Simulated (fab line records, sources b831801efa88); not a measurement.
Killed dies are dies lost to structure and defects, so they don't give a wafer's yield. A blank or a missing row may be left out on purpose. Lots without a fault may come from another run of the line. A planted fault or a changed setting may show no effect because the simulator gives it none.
Which tool did it? | flow sky130 | 12 lots, 36 wafers sampled, at 3 steps of a route of 708

WHAT THE GAUGES READ, wafer by wafer
SKY_FIELD_ISO_THK_MEAS_25. Usual: FIELD_ISO_CVD_24_THK 599 nm, standard deviation 5.6.
lot  | measured    | on            | FIELD_ISO_CVD_24_THK (nm) | flag
L532 | day 2 08:05 | film_metro-03 | 590 591 596               |
L533 | day 2 13:36 | film_metro-03 | 595 595 596               |
L534 | day 2 21:54 | film_metro-03 | 594 588 595               |
L535 | day 3 02:06 | film_metro-04 | 604 608 608               |
L538 | day 3 17:05 | film_metro-03 | 597 603 599               |
L543 | day 4 17:32 | film_metro-03 | 593 590 599               |
L545 | day 5 04:07 | film_metro-03 | 588 596 592               |
L546 | day 5 08:22 | film_metro-02 | 597 597 592               |
L548 | day 6 00:39 | film_metro-04 | 602 593 585               |
L550 | day 6 06:50 | film_metro-03 | 603 598 598               |
L551 | day 6 10:54 | film_metro-03 | 604 595 594               |
L553 | day 6 18:39 | film_metro-02 | 603 605 603               |

SKY_NWELL_THK_MEAS_02. Usual: NWELL_OXIDATION_THK 9.94 nm, standard deviation 0.18.
lot  | measured    | on            | NWELL_OXIDATION_THK (nm) | flag
L532 | day 2 14:53 | film_metro-02 | 9.86 10.09 9.99          |
L533 | day 2 20:35 | film_metro-03 | 9.99 10.06 10.04         |
L534 | day 3 06:56 | film_metro-03 | 9.96 9.91 9.98           |
L535 | day 3 09:49 | film_metro-03 | 10.02 9.97 9.89          |
L538 | day 3 21:55 | film_metro-02 | 9.94 9.96 10.05          |
L543 | day 4 21:24 | film_metro-01 | 9.68 9.63 9.82           |
L545 | day 5 09:37 | film_metro-02 | 10.02 9.86 9.98          |
L546 | day 5 18:10 | film_metro-02 | 10.09 9.94 9.99          |
L548 | day 6 08:06 | film_metro-02 | 9.98 9.60 9.98           |
L550 | day 6 13:23 | film_metro-02 | 10.12 9.93 10.27         |
L551 | day 6 17:11 | film_metro-03 | 9.72 9.71 9.91           |
L553 | day 6 23:06 | film_metro-02 | 9.66 9.59 9.61           |

WHICH TOOL RAN EACH LOT (tool, then ch and the chambers of the sampled wafers, then the start)
lot  | SKY_FIELD_ISO_ETCH_17
L532 | rie_si-02 ch 0,2,3, day 2 04:27
L533 | rie_si-02 ch 1,2,3, day 2 11:21
L534 | rie_si-01 ch 0,1,2, day 2 17:18
L535 | rie_si-01 ch 0,3, day 2 21:17
L538 | rie_si-02 ch 0,2, day 3 13:11
L543 | rie_si-02 ch 0,1,3, day 4 14:59
L545 | rie_si-02 ch 0,1,2, day 5 02:23
L546 | rie_si-01 ch 0,1,3, day 5 04:57
L548 | rie_si-01 ch 2,3, day 5 17:02
L550 | rie_si-01 ch 1,2,3, day 6 01:32
L551 | rie_si-01 ch 0,2,3, day 6 08:32
L553 | rie_si-01 ch 0,1, day 6 16:59
- SKY_FIELD_ISO_ETCH_17: etches Si in HBr/Cl2/O2, target depth 342 nm, time 97.7 s.

WHAT THE TOOLS THEMSELVES READ (means of the sampled wafers that have a number; where no wafer has one, the mark that the record gives instead)
SKY_FIELD_ISO_ETCH_17. Usual: drypump_motor_current_A 5.6 A, standard deviation 0.3; mfc_cl2_sccm 39.99 sccm, standard deviation 0.12; oes_product_au 1.004 a.u., standard deviation 0.013; rf_fwd_power_W 595.7 W, standard deviation 2; run_length_s 126.0 s, standard deviation 0.42; throttle_valve_pct 25.655 %, standard deviation 0.012.
lot  | tool      | drypump_motor_current_A (A) | mfc_cl2_sccm (sccm) | oes_product_au (a.u.) | rf_fwd_power_W (W) | run_length_s (s) | throttle_valve_pct (%) | flag
L532 | rie_si-02 | 5.6                         | 39.88               | 1.008                 | 596.8              | 125.9            | 25.662                 |
L533 | rie_si-02 | 5.4                         | 39.96               | 1.004                 | 594.4              | 125.9            | 25.653                 |
L534 | rie_si-01 | 5.4                         | 40.05               | 0.995                 | 597.2              | 126.0            | 25.657                 |
L535 | rie_si-01 | 5.7                         | 39.99               | 1.016                 | 594.7              | 125.5            | 25.643                 |
L538 | rie_si-02 | 5.8                         | 39.96               | 1.002                 | 595.3              | 126.1            | 25.660                 |
L543 | rie_si-02 | 5.7                         | 39.99               | 0.995                 | -                  | 118.4            | 25.660                 | OFF
L545 | rie_si-02 | 5.7                         | 39.99               | 0.990                 | -                  | 118.8            | 25.660                 | OFF
L546 | rie_si-01 | 5.7                         | 40.00               | 1.018                 | 596.9              | 125.9            | 25.647                 |
L548 | rie_si-01 | 5.4                         | 40.00               | 1.013                 | 597.5              | 126.4            | 25.648                 |
L550 | rie_si-01 | 5.5                         | 40.01               | 1.007                 | 597.2              | 126.4            | 25.657                 |
L551 | rie_si-01 | 5.6                         | 39.99               | 1.017                 | 597.8              | 125.8            | 25.644                 |
L553 | rie_si-01 | 5.4                         | 40.07               | 1.009                 | 595.3              | 126.3            | 25.651                 |

THE ANSWER, worked out from the rows above alone
Rule: a lot is off if the mean of its wafers that have a number lies more than 3 standard deviations from the usual mean. A lot without any number at a reading at which 4 lots or more have one is off too. The other lots that the step has rows for count as sound. The gauges are gone through in route order, then the tools' own readings, and for those a lot's mean is taken as printed above. The first step at which some lot is off is used, and at that step the reading that is off furthest; a lot without a number counts as furthest.
Off: L543, L545, at SKY_FIELD_ISO_ETCH_17 (rf_fwd_power_W). Without a number there: L543, L545.
A tool fits if, at that step or a process step before it, it ran every lot that is off, and no sound lot after the first of them. One fits: rie_si-02 at SKY_FIELD_ISO_ETCH_17. Its last sound lot is L538 (day 3 13:11), its first lot that is off L543 (day 4 14:59): a fault that began between those two fits.
The tool's own readings at SKY_FIELD_ISO_ETCH_17 bear it out: on the lots that are off they differ by more than 5 times the standard deviation of the sound lots' means. run_length_s reads 118.6 s there against 126.0 s on the sound lots.
Blank at SKY_FIELD_ISO_ETCH_17 on the lots that are off, where sound lots have numbers: rf_fwd_power_W.

WHAT THE SIMULATOR HAD PUT IN
Process parameter drift: rie_si-02, from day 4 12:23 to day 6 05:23, at SKY_FIELD_ISO_ETCH_17. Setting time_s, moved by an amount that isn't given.
Lots struck among those shown: L543, L545. The rule above found the same.
